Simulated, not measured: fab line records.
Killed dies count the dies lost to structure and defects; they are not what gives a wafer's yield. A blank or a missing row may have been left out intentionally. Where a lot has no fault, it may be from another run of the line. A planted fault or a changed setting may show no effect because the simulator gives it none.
Chamber matching    flow gf180mcu    4 sister chambers for GF_V1_CMP_04 on cmp-01
The step polishes SiO2. 8 wafers are shown with their chamber, then 7 later ones without.

EACH WAFER AND ITS CHAMBER
wafer   chamber  motor_current_A (A)  time_to_endpoint_s (s)
L572.5  3        12.2                 88
L574.2  2        10.6                 84
L574.5  0        10.7                 91
L578.1  1        12.6                 82
L578.5  3        12.3                 80
L578.6  2        9.9                  94
L582.1  1        12.3                 81
L582.3  0        10.4                 97

WAFERS WHOSE CHAMBER IS MISSING
wafer   motor_current_A (A)  time_to_endpoint_s (s)
L582.6  10.3                 100
L586.1  10.2                 74
L586.2  10.6                 91
L586.3  12.9                 85
L587.1  12.7                 81
L587.5  11.4                 89
L587.6  10.2                 85

EACH ONE'S CHAMBER
wafer   from the rows above                in truth
L582.6  can't be placed: 0 or 2            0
L586.1  can't be placed: 2 or 0            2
L586.2  can't be placed: 0 or 2            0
L586.3  can't be placed: 1 or 3            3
L587.1  can't be placed: 1 or 3            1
L587.5  can't be placed: 0 or 3 or 1 or 2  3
L587.6  can't be placed: 2 or 0            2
Correct placement for 0 of the 7. Cannot be placed on the basis of these rows: 7; the candidates contain the true chamber in 7. 0 placed wrongly.
How it was worked out, from the rows above alone: a wafer's distance from a chamber is the root of the sum, over the readings, of the square of ((its reading less the chamber's mean) divided by the reading's scatter). The wafer belongs to the nearest chamber; if the next one is less than 2 further off, it can't be placed. A chamber's mean is the mean of its shown wafers. The scatter: the root of (the sum of the squares of (reading less its chamber's mean) over the shown wafers, divided by (wafers less chambers)).
